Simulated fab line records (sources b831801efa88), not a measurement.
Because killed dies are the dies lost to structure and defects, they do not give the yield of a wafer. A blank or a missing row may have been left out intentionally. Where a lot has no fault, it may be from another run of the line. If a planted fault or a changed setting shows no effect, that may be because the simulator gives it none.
fab line records -- flow sky130
[record] lots = 6, wafers = 18, last-day = 49
route steps=708 shown NWELL@82 PWDE@84 VT_ADJUST_HVTP@85 VT_ADJUST_LVTN@97 PAD_OPEN@708
lots that met no fault: taken from a fault-free run of the same line
start-h: hours from the record's first day to the start of the lot's first wafer shown -- wait-h: hours from the lot's prior step to this one -- " same as the row above -- L1.1+2: a single row standing in for several wafers -- - either no value or no given start -- * or withheld: withheld -- < > ~ a bound
route shown NAME@n: NAME is a module with steps in the file, n the number in the route of the first one -- usual: mean/standard deviation taken from wafers without a fault -- same: alike in all rows -- chamber/n: place in a boat -- sites: each site's reading -- _std_site: standard deviation across them -- _edge_site: mean of outer sites minus mean of inner sites -- radius-mm: for every site, how far away it sits from the centre of the wafer -- mask NAME#n: copy n -- behind: the last tool/chamber to shape the wafer -- hold: reason for holding the lot/hours on hold/outcome of the hold -- device: which transistor (n, p or np) failed to switch -- end of line: tests of these same wafers at the route's end -- step lacking rows: just its recipe -- killed: the dies lost at the first sort to structure and to defects; this is not the yield of the wafer -- map: per-die view of a wafer (x killed, . not killed, _ where there is no die)
set.NAME: the setting that was run; set.NAME@STEP: the one run at that earlier step -- model.NAME: the simulator's own value behind a step, which no gauge read
certain route steps with their lots: each step a table, each wafer a row
services: the hour from which a tool's chamber was out of use, counted from the record's first day as start-h (under 0 if before that day), plus the number of hours and why
[[steps]]
[step SKY_NWELL_RS_MEAS_29]
[recipe] thk-meas-gauge = four-point-probe
[usual] NWELL_RS = 626.0/1.6
lot.wafer,tool,chamber,start-h,wait-h,NWELL_RS[ohm/sq]
L113.2,film-metro-04,-,136.60,0.1,626.2
L113.3,film-metro-04,-,136.60,0.1,626.3
L113.6,film-metro-04,-,136.60,0.1,623.6
L114.4,film-metro-02,-,139.81,0.1,626.7
L114.5,film-metro-02,-,139.81,0.1,625.4
L114.6,film-metro-02,-,139.81,0.1,625.8
L115.1,film-metro-02,-,147.40,0.1,625.7
L115.3,film-metro-02,-,147.40,0.1,627.6
L115.5,film-metro-02,-,147.40,0.1,625.4
L118.1,film-metro-02,-,167.05,0.1,627.4
L118.3,film-metro-02,-,167.05,0.1,626.9
L118.4,film-metro-02,-,167.05,0.1,626.6
L121.2,film-metro-02,-,183.92,0.1,626.7
L121.4,film-metro-02,-,183.92,0.1,626.6
L121.6,film-metro-02,-,183.92,0.1,628.0
L125.1,film-metro-02,-,210.30,0.1,625.8
L125.4,film-metro-02,-,210.30,0.1,625.4
L125.5,film-metro-02,-,210.30,0.1,626.1
[step SKY_NWELL_RS_MEAS_31]
[recipe] thk-meas-gauge = four-point-probe
[usual] PWDE_RS = 5278/17
lot.wafer,tool,chamber,start-h,wait-h,PWDE_RS[ohm/sq]
L113.2,film-metro-04,-,136.84,0.1,5288
L113.3,film-metro-04,-,136.84,0.1,5266
L113.6,film-metro-04,-,136.84,0.1,5271
L114.4,film-metro-02,-,140.05,0.1,5303
L114.5,film-metro-02,-,140.05,0.1,5291
L114.6,film-metro-02,-,140.05,0.1,5311
L115.1,film-metro-02,-,147.64,0.1,5268
L115.3,film-metro-02,-,147.64,0.1,5266
L115.5,film-metro-02,-,147.64,0.1,5277
L118.1,film-metro-02,-,167.29,0.1,5290
L118.3,film-metro-02,-,167.29,0.1,5322
L118.4,film-metro-02,-,167.29,0.1,5327
L121.2,film-metro-02,-,184.16,0.1,5287
L121.4,film-metro-02,-,184.16,0.1,5253
L121.6,film-metro-02,-,184.16,0.1,5260
L125.1,film-metro-02,-,210.54,0.1,5289
L125.4,film-metro-02,-,210.54,0.1,5295
L125.5,film-metro-02,-,210.54,0.1,5284
[step SKY_VT_ADJUST_HVTP_DEHYDRATE_00]
[recipe] temp-c = 200, time-s = 60
[step SKY_VT_ADJUST_HVTP_HMDS_01]
[recipe] prime-time-s = 60, prime-temp-c = 120
[step SKY_VT_ADJUST_HVTP_COAT_02]
[recipe] resist = NOVOLAK, spin-rpm = 3000, resist-thk-nm = 1140
[step SKY_VT_ADJUST_HVTP_SOFTBAKE_03]
[recipe] temp-c = 90, time-s = 60, resist = NOVOLAK
[step SKY_VT_ADJUST_HVTP_EXPOSE_04]
[recipe] mask-id = HVTPM, na = 0.6, source-shape = conventional, sigma-outer = 0.6, polarization = unpolarized, target-cd-nm = 380, dose-mj = 140
[step SKY_VT_ADJUST_HVTP_PEB_05]
[recipe] temp-c = withheld, time-s = *, resist = NOVOLAK
[step SKY_VT_ADJUST_HVTP_DEVELOP_06]
[recipe] resist = NOVOLAK, developer = TMAH, develop-time-s = 60, dev-temp-c = 23
[step SKY_VT_ADJUST_HVTP_CD_MEAS_07]
[recipe] target-cd-nm = 380
[usual] cd-nm = 380.0/2.5
lot.wafer,tool,chamber,start-h,wait-h,cd-nm
L113.2,cd-sem-01,-,156.78,0.1,376.3
L113.3,cd-sem-01,-,156.78,0.1,375.5
L113.6,cd-sem-01,-,156.78,0.1,374.7
L114.4,cd-sem-02,-,160.27,0.1,380.5
L114.5,cd-sem-02,-,160.27,0.1,381.0
L114.6,cd-sem-02,-,160.27,0.1,381.4
L115.1,cd-sem-02,-,167.76,0.1,377.5
L115.3,cd-sem-02,-,167.76,0.1,379.1
L115.5,cd-sem-02,-,167.76,0.1,379.2
L118.1,cd-sem-02,-,187.66,0.1,379.1
L118.3,cd-sem-02,-,187.66,0.1,381.0
L118.4,cd-sem-02,-,187.66,0.1,379.4
L121.2,cd-sem-01,-,205.28,0.1,378.3
L121.4,cd-sem-01,-,205.28,0.1,378.1
L121.6,cd-sem-01,-,205.28,0.1,379.9
L125.1,cd-sem-01,-,233.55,0.1,379.0
L125.4,cd-sem-01,-,233.55,0.1,379.4
L125.5,cd-sem-01,-,233.55,0.1,377.5
[step SKY_VT_ADJUST_HVTP_OVL_MEAS_08]
[usual] VT_ADJUST_HVTP_OVL = 1.2/1.3
lot.wafer,tool,chamber,start-h,wait-h,VT_ADJUST_HVTP_OVL[nm]
L113.2,overlay-02,-,156.89,0.1,1.2
L113.3,overlay-02,-,156.89,0.1,2.5
L113.6,overlay-02,-,156.89,0.1,1.8
L114.4,overlay-02,-,160.34,0.1,3.3
L114.5,overlay-02,-,160.34,0.1,1.9
L114.6,overlay-02,-,160.34,0.1,1.5
L115.1,overlay-02,-,167.88,0.1,1.9
L115.3,overlay-02,-,167.88,0.1,2.3
L115.5,overlay-02,-,167.88,0.1,3.2
L118.1,overlay-01,-,187.78,0.1,0.3
L118.3,overlay-01,-,187.78,0.1,-1.3
L118.4,overlay-01,-,187.78,0.1,0.8
L121.2,overlay-01,-,205.39,0.1,0.5
L121.4,overlay-01,-,205.39,0.1,-1.4
L121.6,overlay-01,-,205.39,0.1,1.9
L125.1,overlay-01,-,233.67,0.1,0.9
L125.4,overlay-01,-,233.67,0.1,1.0
L125.5,overlay-01,-,233.67,0.1,0.9
[step SKY_VT_ADJUST_HVTP_IMPLANT_09]
[recipe] species = As, energy-kev = 150, dose-cm2 = 4.3e+12, tilt-deg = withheld
[usual] dose-ions-cm2 = 4.3e+12/4.5e+09, faraday-current-uA = 24.3/0.48
lot.wafer,tool,chamber,start-h,wait-h,dose-ions-cm2,faraday-current-uA
L113.2,implanter-02,0,156.94,0.0,4.297e+12,24.8
L113.3,implanter-02,0,156.94,0.0,4.301e+12,24.1
L113.6,implanter-02,0,156.94,0.0,4.3e+12,24.6
L114.4,implanter-04,0,160.44,0.1,4.298e+12,24.0
L114.5,implanter-04,0,160.44,0.1,4.293e+12,24.8
L114.6,implanter-04,0,160.44,0.1,4.3e+12,23.4
L115.1,implanter-02,0,167.92,0.0,4.36e+11,2.4
L115.3,implanter-02,0,167.92,0.0,4.32e+11,2.4
L115.5,implanter-02,0,167.92,0.0,4.31e+11,2.4
L118.1,implanter-04,0,187.82,0.0,4.305e+12,24.5
L118.3,implanter-04,0,187.82,0.0,4.305e+12,24.2
L118.4,implanter-04,0,187.82,0.0,4.305e+12,24.3
L121.2,implanter-02,0,205.44,0.0,4.28e+11,2.4
L121.4,implanter-02,0,205.44,0.0,4.24e+11,2.4
L121.6,implanter-02,0,205.44,0.0,4.23e+11,2.4
L125.1,implanter-01,0,233.71,0.0,4.303e+12,24.1
L125.4,implanter-01,0,233.71,0.0,4.293e+12,24.3
L125.5,implanter-01,0,233.71,0.0,4.291e+12,23.8
[step SKY_VT_ADJUST_HVTP_STRIP_10]
[recipe] chemistry = O2/N2, power-w = 1400, pressure-mtorr = 1500, platen-temp-c = withheld, o2-flow-sccm = 3000, n2-flow-sccm = 300, overash-fraction = 0.5
[usual] drypump-motor-current-A = 5.9/0.4, oes-product-au = 0.715/0.0045, strip-time-to-endpoint-s = 14.19/0.049
lot.wafer,tool,chamber,start-h,wait-h,drypump-motor-current-A,oes-product-au,rf-hours-counter-h,strip-time-to-endpoint-s
L113.2,plasma-asher-04,0,157.07,0.1,6.0,0.716,34,14.17
L113.3,plasma-asher-04,0,157.07,0.1,6.0,0.722,-,14.22
L113.6,plasma-asher-04,0,157.07,0.1,6.0,0.715,-,14.25
L114.4,plasma-asher-02,1,160.55,0.1,6.0,0.716,-,14.18
L114.5,plasma-asher-02,0,160.55,0.1,5.8,0.712,-,14.17
L114.6,plasma-asher-02,1,160.55,0.1,6.1,0.714,-,14.17
L115.1,plasma-asher-02,0,168.07,0.1,5.8,0.722,47,14.15
L115.3,plasma-asher-02,1,168.07,0.1,6.1,0.712,-,14.16
L115.5,plasma-asher-02,0,168.07,0.1,5.8,0.708,-,14.17
L118.1,plasma-asher-04,0,187.97,0.1,6.0,0.707,37,14.17
L118.3,plasma-asher-04,1,187.97,0.1,5.2,0.715,-,14.19
L118.4,plasma-asher-04,0,187.97,0.1,6.0,0.718,-,14.14
L121.2,plasma-asher-04,0,205.57,0.1,6.0,0.709,39,14.17
L121.4,plasma-asher-04,1,205.57,0.1,5.3,0.724,-,14.21
L121.6,plasma-asher-04,1,205.57,0.1,5.3,0.725,-,14.17
L125.1,plasma-asher-04,0,233.86,0.1,6.0,0.713,42,14.13
L125.4,plasma-asher-04,0,233.86,0.1,6.0,0.715,-,14.16
L125.5,plasma-asher-04,0,233.86,0.1,6.0,0.713,-,14.19
[step SKY_VT_ADJUST_HVTP_TW_MEAS_11]
[usual] VT_ADJUST_HVTP_TW = 1357/13
lot.wafer,tool,chamber,start-h,wait-h,VT_ADJUST_HVTP_TW
L113.2,film-metro-01,-,157.18,0.1,1339
L113.3,film-metro-01,-,157.18,0.1,1343
L113.6,film-metro-01,-,157.18,0.1,1353
L114.4,film-metro-04,-,160.64,0.1,1357
L114.5,film-metro-04,-,160.64,0.1,1356
L114.6,film-metro-04,-,160.64,0.1,1364
L115.1,film-metro-04,-,168.17,0.1,663
L115.3,film-metro-04,-,168.17,0.1,663
L115.5,film-metro-04,-,168.17,0.1,662
L118.1,film-metro-03,-,188.07,0.1,1367
L118.3,film-metro-03,-,188.07,0.1,1363
L118.4,film-metro-03,-,188.07,0.1,1359
L121.2,film-metro-04,-,205.68,0.1,647
L121.4,film-metro-04,-,205.68,0.1,653
L121.6,film-metro-04,-,205.68,0.1,648
L125.1,film-metro-04,-,233.96,0.1,1376
L125.4,film-metro-04,-,233.96,0.1,1364
L125.5,film-metro-04,-,233.96,0.1,1374
[step SKY_VT_ADJUST_LVTN_DEHYDRATE_00]
[recipe] temp-c = 200, time-s = 60
[step SKY_PAD_OPEN_PROBE_99]
[usual] killed_at_M0_to_M3 = 43/6.8, killed_at_M4_up = 3.2/1.7, killed-at-contacts = 24/5.7, killed-at-front-end = 16/4.3, killed-at-other = 0.3/0.56, killed-dies = 86/9.5, killed-open = 47/6.9, killed-short = 39/5.8
[same] gross-dies = 492, killed-at-back-side = 0
lot.wafer,tool,chamber,start-h,wait-h,killed_at_M0_to_M3,killed_at_M4_up,killed-at-contacts,killed-at-front-end,killed-at-other,killed-dies,killed-open,killed-short
L114.4,prober-01,-,1110.38,0.2,43,3,25,9,0,80,47,33
L114.5,prober-01,-,1110.43,0.2,34,2,25,18,0,79,44,35
L114.6,prober-01,-,1110.48,0.2,36,4,21,15,0,76,36,39
L113.2,prober-02,-,1111.78,0.1,42,3,25,12,0,82,47,35
L113.3,prober-02,-,1111.83,0.2,34,2,30,11,0,77,42,35
L113.6,prober-02,-,1111.98,0.2,41,4,24,11,1,81,41,40
L115.1,prober-01,-,1117.31,0.1,32,2,23,18,0,75,42,33
L115.3,prober-01,-,1117.41,0.2,42,1,24,22,0,89,45,44
L115.5,prober-01,-,1117.51,0.2,30,4,27,18,0,79,43,35
L118.1,prober-02,-,1138.17,0.1,44,6,19,11,1,81,48,33
L118.3,prober-02,-,1138.27,0.2,47,1,16,12,0,76,40,36
L118.4,prober-02,-,1138.32,0.2,37,2,18,18,0,75,49,26
L121.2,prober-01,-,1157.41,0.1,33,5,28,15,0,81,50,31
L121.4,prober-01,-,1157.51,0.2,41,3,37,20,0,101,50,51
L121.6,prober-01,-,1157.61,0.2,48,3,24,15,0,90,56,34
// killed by level:class
L114.4 VIA1:geometric-particle:open=11 VIA3:geometric-particle:open=9 VIA1:geometric-particle:short=9 CONTACT:geometric-particle:open=7 LI_CONTACT:geometric-particle:open=6 CONTACT:geometric-particle:short=5 LOCAL_INTERCONNECT:geometric-particle:short=4 VIA2:geometric-particle:open=4
L114.5 LI_CONTACT:geometric-particle:open=7 VIA1:geometric-particle:open=7 CONTACT:geometric-particle:open=6 VIA3:geometric-particle:open=6 CONTACT:geometric-particle:short=5 LOCAL_INTERCONNECT:geometric-particle:short=5 VIA2:geometric-particle:open=5 METAL2:geometric-particle:short=4
L114.6 VIA1:geometric-particle:open=7 CONTACT:geometric-particle:open=6 LI_CONTACT:geometric-particle:open=5 CONTACT:geometric-particle:short=5 VIA2:geometric-particle:open=5 FIELD_ISO:geometric-particle:short=4 METAL1:geometric-particle:short=4 VIA3:geometric-particle:open=4
L113.2 CONTACT:geometric-particle:open=13 VIA1:geometric-particle:open=10 VIA2:geometric-particle:open=6 METAL1:geometric-particle:short=6 LI_CONTACT:geometric-particle:open=5 VIA3:geometric-particle:open=5 FIELD_ISO:geometric-particle:open=4 METAL3:geometric-particle:short=4
L113.3 CONTACT:geometric-particle:open=12 LI_CONTACT:geometric-particle:open=8 CONTACT:geometric-particle:short=5 VIA2:geometric-particle:open=5 VIA1:geometric-particle:short=4 VIA2:geometric-particle:short=4 VIA3:geometric-particle:open=4 FIELD_ISO:geometric-particle:open=3
L113.6 CONTACT:geometric-particle:open=11 VIA1:geometric-particle:open=8 LI_CONTACT:geometric-particle:open=6 VIA1:geometric-particle:short=6 FIELD_ISO:geometric-particle:short=5 METAL2:geometric-particle:short=5 VIA2:geometric-particle:short=5 CONTACT:geometric-particle:short=4
L115.1 CONTACT:geometric-particle:open=8 VIA2:geometric-particle:open=7 FIELD_ISO:geometric-particle:open=6 POLY_GATE:geometric-particle:short=6 LI_CONTACT:geometric-particle:open=6 VIA1:geometric-particle:open=6 METAL2:geometric-particle:short=6 VIA1:geometric-particle:short=5
L115.3 CONTACT:geometric-particle:open=12 FIELD_ISO:geometric-particle:short=8 POLY_GATE:geometric-particle:short=8 VIA1:geometric-particle:open=7 VIA2:geometric-particle:open=7 METAL2:geometric-particle:short=6 VIA3:geometric-particle:open=6 LI_CONTACT:geometric-particle:open=5
L115.5 CONTACT:geometric-particle:open=14 VIA1:geometric-particle:open=8 POLY_GATE:geometric-particle:open=6 POLY_GATE:geometric-particle:short=6 LI_CONTACT:geometric-particle:open=4 CONTACT:geometric-particle:short=4 VIA3:geometric-particle:short=4 LI_CONTACT:geometric-particle:short=3
L118.1 VIA1:geometric-particle:open=14 VIA2:geometric-particle:short=7 CONTACT:geometric-particle:open=6 LI_CONTACT:geometric-particle:open=6 VIA2:geometric-particle:open=6 LOCAL_INTERCONNECT:geometric-particle:short=5 METAL1:geometric-particle:short=5 VIA3:geometric-particle:open=5
L118.3 VIA2:geometric-particle:open=12 METAL1:geometric-particle:short=7 VIA1:geometric-particle:open=7 CONTACT:geometric-particle:open=6 VIA3:geometric-particle:open=6 METAL3:geometric-particle:short=4 VIA1:geometric-particle:short=4 FIELD_ISO:geometric-particle:short=3
L118.4 VIA2:geometric-particle:open=11 FIELD_ISO:geometric-particle:open=9 CONTACT:geometric-particle:open=9 METAL1:geometric-particle:short=7 METAL2:geometric-particle:short=6 LI_CONTACT:geometric-particle:open=5 VIA3:geometric-particle:open=4 SPACER:geometric-particle:short=3
L121.2 VIA1:geometric-particle:open=10 CONTACT:geometric-particle:open=9 LI_CONTACT:geometric-particle:open=8 CONTACT:geometric-particle:short=6 VIA1:geometric-particle:short=5 VIA2:geometric-particle:open=5 FIELD_ISO:geometric-particle:short=4 VIA3:geometric-particle:short=4
L121.4 LI_CONTACT:geometric-particle:open=10 CONTACT:geometric-particle:open=10 VIA1:geometric-particle:open=8 VIA2:geometric-particle:open=7 POLY_GATE:geometric-particle:short=6 CONTACT:geometric-particle:short=6 FIELD_ISO:geometric-particle:short=5 LOCAL_INTERCONNECT:geometric-particle:short=5
L121.6 VIA1:geometric-particle:open=14 LI_CONTACT:geometric-particle:open=10 VIA3:geometric-particle:open=8 CONTACT:geometric-particle:open=7 METAL2:geometric-particle:short=7 POLY_GATE:geometric-particle:open=5 VIA2:geometric-particle:open=5 METAL1:geometric-particle:short=5
[[services]]
tool,chamber,start-h,hours,kind
implanter-01,-,140.13,3.4,pm
implanter-02,-,142.38,2.9,pm
implanter-01,-,146.04,2.0,repair
implanter-01,-,147.35,4.6,repair
implanter-02,-,185.03,16.6,repair
implanter-04,-,190.16,2.9,repair
implanter-04,-,206.95,2.9,pm
implanter-02,-,210.94,35.5,pm
[[key]]
[first-sign] step = SKY_VT_ADJUST_HVTP_IMPLANT_09, reading = dose-ions-cm2, direction = down, sigmas = 99+, usual = *, struck = *
[effect] step = SKY_VT_ADJUST_HVTP_IMPLANT_09, reading = faraday-current-uA, direction = down, sigmas = 46, usual = 24.3, struck = 2.4
[effect] step = SKY_VT_ADJUST_HVTP_TW_MEAS_11, reading = VT_ADJUST_HVTP_TW, direction = down, sigmas = 53, usual = 1357, struck = 656
met-at SKY_VT_ADJUST_HVTP_IMPLANT_09
struck-wafers L115.1,L115.3,L115.5,L121.2,L121.4,L121.6
tester-left-out L115,L121
onset-between 156.94 167.92
[fault] kind = process-parameter-drift, tool = implanter-02, chamber = -, onset-h = 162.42, steps = SKY_VT_ADJUST_HVTP_IMPLANT_09, channel = dose-cm2, offset = *, shape = step, end-h = 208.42, acts-in = *, stated = *
// tester-left-out: of these lots the tester's yield and bins aren't shown, on N5 and GAA mostly nor the transistor test; their killed dies are dies lost to structure and defects alone, not to doping, threshold or leakage, so they don't give the yield
